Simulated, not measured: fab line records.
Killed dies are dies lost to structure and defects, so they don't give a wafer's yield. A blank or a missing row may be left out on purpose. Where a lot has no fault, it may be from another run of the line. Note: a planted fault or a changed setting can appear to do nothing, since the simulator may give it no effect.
Chamber matching	flow gf180mcu	GF_V5_CMP_26 on cmp-02 has 4 sister chambers
The step polishes, stops on SiO2, t overpolish 15 s, target thk 0 nm. 8 wafers are shown with their chamber, then 10 later ones without.

== WAFERS, EACH WITH ITS CHAMBER ==
wafer	chamber	motor_current_A (A)	time_to_endpoint_s (s)
L158.3	0	9.4	82
L159.2	3	11.4	89
L160.5	3	10.8	94
L162.2	0	9.3	86
L165.1	2	12.6	87
L165.5	1	11.2	89
L164.1	2	11.7	90
L164.3	1	11.9	87

== WAFERS MISSING THEIR CHAMBER ==
wafer	motor_current_A (A)	time_to_endpoint_s (s)
L164.5	11.9	85
L166.3	9.1	85
L166.4	11.7	84
L166.6	9.4	90
L171.2	11.2	86
L171.5	10.8	82
L171.6	9.9	86
L172.1	9.3	87
L172.4	11.9	83
L172.6	11.6	87

== THE CHAMBER EACH PASSED THROUGH ==
wafer	from the rows above	in truth
L164.5	can't be placed: 1 or 2 or 3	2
L166.3	0	0
L166.4	can't be placed: 1 or 2 or 3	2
L166.6	can't be placed: 0 or 3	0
L171.2	can't be placed: 1 or 3 or 2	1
L171.5	can't be placed: 1 or 0 or 3 or 2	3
L171.6	can't be placed: 0 or 3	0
L172.1	0	0
L172.4	can't be placed: 1 or 2 or 3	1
L172.6	can't be placed: 1 or 2 or 3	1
Placed correctly: 2 of 10. Can't be placed from these rows: 8 (the true chamber is among the candidates in 8). Number placed wrongly: 0.
How it was worked out, from the rows above alone: a wafer's distance from a chamber is the root of the sum, over the readings, of the square of ((its reading less the chamber's mean) divided by the reading's scatter). The wafer belongs to the nearest chamber; if the next one is less than 2 further off, it can't be placed. The mean given for a chamber averages the wafers shown for that chamber. The scatter: the root of (the sum of the squares of (reading less its chamber's mean) over the shown wafers, divided by (wafers less chambers)).
